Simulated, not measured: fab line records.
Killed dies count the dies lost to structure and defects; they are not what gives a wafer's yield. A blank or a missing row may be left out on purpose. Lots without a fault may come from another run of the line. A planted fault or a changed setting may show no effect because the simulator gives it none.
Struck lot and sound lot, side by side | flow sky130 | 22 steps out of a route of 708
Sound: the wafers L904.1, L904.2, L904.4. Wafers struck: L918.1, L918.2, L918.6. Last of all comes the cause.
Each step with rows lists, per side, the tool, then ch with its chambers, then its first start. Under that, the readings that differ: sound wafers | struck wafers | difference of the means | sigmas: that difference in standard deviations of wafers without a fault.
alike: readings with means less than 2 such deviations apart, plus words and numbers identical on both sides. not compared: withheld readings, readings lacking a value on some wafer, bounds such as >300 that could conceal the same value, and numbers that have no deviation in the record and whose values overlap.
A row with sigmas, a row that says differs or no value, or rows on one side alone: a step with any of these is where the two part. Numbers that don't overlap but have no deviation are shown without sigmas and don't part them. A reading missing from all wafers of one side parts the sides only when that side holds two or more wafers.

first, 6 steps without rows for these wafers: SKY_VT_ADJUST_LVTN_HMDS_12 (prime time 60 s); SKY_VT_ADJUST_LVTN_COAT_13 (resist thk 1140 nm); SKY_VT_ADJUST_LVTN_SOFTBAKE_14 (time 60 s); SKY_VT_ADJUST_LVTN_EXPOSE_15 (exposes mask HVN STD DERIVED, target cd 600 nm); SKY_VT_ADJUST_LVTN_PEB_16; SKY_VT_ADJUST_LVTN_DEVELOP_17 (develop time 60 s).
SKY_VT_ADJUST_LVTN_OVL_MEAS_18:
  sound on overlay-02, day 8 06:11; struck on overlay-02, day 12 00:49
  alike: VT_ADJUST_LVTN_01_OVL
following that, these wafers have no rows for 1 step: SKY_VT_ADJUST_LVTN_IMPLANT_19.
SKY_VT_ADJUST_LVTN_STRIP_20: strips in O2/N2.
  sound on plasmaAsher-04 ch 0,1, day 8 06:23; struck on plasmaAsher-03 ch 0,1, day 12 01:01
reading                  | sound             | struck            | difference | sigmas
stripTimeToEndpointS (s) | 14.17 14.21 14.21 | 14.14 14.12 14.09 | -0.08      | -2
  alike: drypumpMotorCurrentA, oesProductAu
  not compared: rfHoursCounterH
SKY_VT_ADJUST_LVTN_TW_MEAS_21:
  sound on filmMetro-03, day 8 06:29; struck on filmMetro-03, day 12 01:07
  alike: VT_ADJUST_LVTN_2_TW
then, 2 steps without rows for these wafers: SKY_VT_ADJUST_NCORE_DEHYDRATE_00 (time 60 s); SKY_VT_ADJUST_NCORE_HMDS_01 (prime time 60 s).
SKY_VT_ADJUST_NCORE_COAT_02: resist thk 1140 nm.
  sound on lithoTrack-04 ch 0, day 8 15:56; struck on lithoTrack-02 ch 0, day 12 12:28
reading                                             | sound          | struck         | difference | sigmas
model.NOVOLAK_of_VT_ADJUST_NCORE_COAT_02.thkNm (nm) | 1139 1136 1138 | 1079 1078 1081 | -58        | 
then, 3 steps without rows for these wafers: SKY_VT_ADJUST_NCORE_SOFTBAKE_03 (time 60 s); SKY_VT_ADJUST_NCORE_EXPOSE_04 (exposes mask LVTN COMPLEMENT THIN, target cd 380 nm); SKY_VT_ADJUST_NCORE_PEB_05.
SKY_VT_ADJUST_NCORE_DEVELOP_06: develop time 60 s.
  sound on lithoTrack-02 ch 0, day 9 02:16; struck on lithoTrack-02 ch 0, day 13 00:31
reading                                             | sound           | struck            | difference | sigmas
model.NOVOLAK_of_VT_ADJUST_NCORE_COAT_02.thkNm (nm) | 1138 1136 1138  | 1078 1077 1081    | -59        | 
model.VT_ADJUST_NCORE.cdNm (nm)                     | 379.1 380 379.1 | 388.6 387.7 388.5 | +8.9       | 
SKY_VT_ADJUST_NCORE_CD_MEAS_07: target cd 380 nm.
  sound on cdSem-02, day 9 02:25; struck on cdSem-02, day 13 00:40
reading   | sound             | struck            | difference | sigmas
cdNm (nm) | 379.0 380.1 379.2 | 388.7 388.0 388.5 | +9.0       | +3
SKY_VT_ADJUST_NCORE_OVL_MEAS_08:
  sound on overlay-01, day 9 02:32; struck on overlay-01, day 13 00:47
  alike: VT_ADJUST_NCORE_OVL
following that, these wafers have no rows for 1 step: SKY_VT_ADJUST_NCORE_IMPLANT_09.
SKY_VT_ADJUST_NCORE_STRIP_10: strips in O2/N2.
  sound on plasmaAsher-01 ch 0,1, day 9 02:43; struck on plasmaAsher-04 ch 0,1, day 13 00:58
reading                  | sound             | struck            | difference | sigmas
stripTimeToEndpointS (s) | 14.18 14.15 14.14 | 13.47 13.44 13.49 | -0.69      | -17
  alike: drypumpMotorCurrentA, oesProductAu
  not compared: rfHoursCounterH
SKY_VT_ADJUST_NCORE_TW_MEAS_11:
  sound on filmMetro-01, day 9 02:49; struck on filmMetro-02, day 13 01:04
reading            | sound             | struck            | difference | sigmas
VT_ADJUST_NCORE_TW | 220.5 220.2 218.7 | 215.1 216.0 216.1 | -4.1       | -2

== WHERE THEY PART ==
First at SKY_VT_ADJUST_LVTN_STRIP_20; last, within this record, at SKY_VT_ADJUST_NCORE_TW_MEAS_11.

WHY: what the simulator had put in
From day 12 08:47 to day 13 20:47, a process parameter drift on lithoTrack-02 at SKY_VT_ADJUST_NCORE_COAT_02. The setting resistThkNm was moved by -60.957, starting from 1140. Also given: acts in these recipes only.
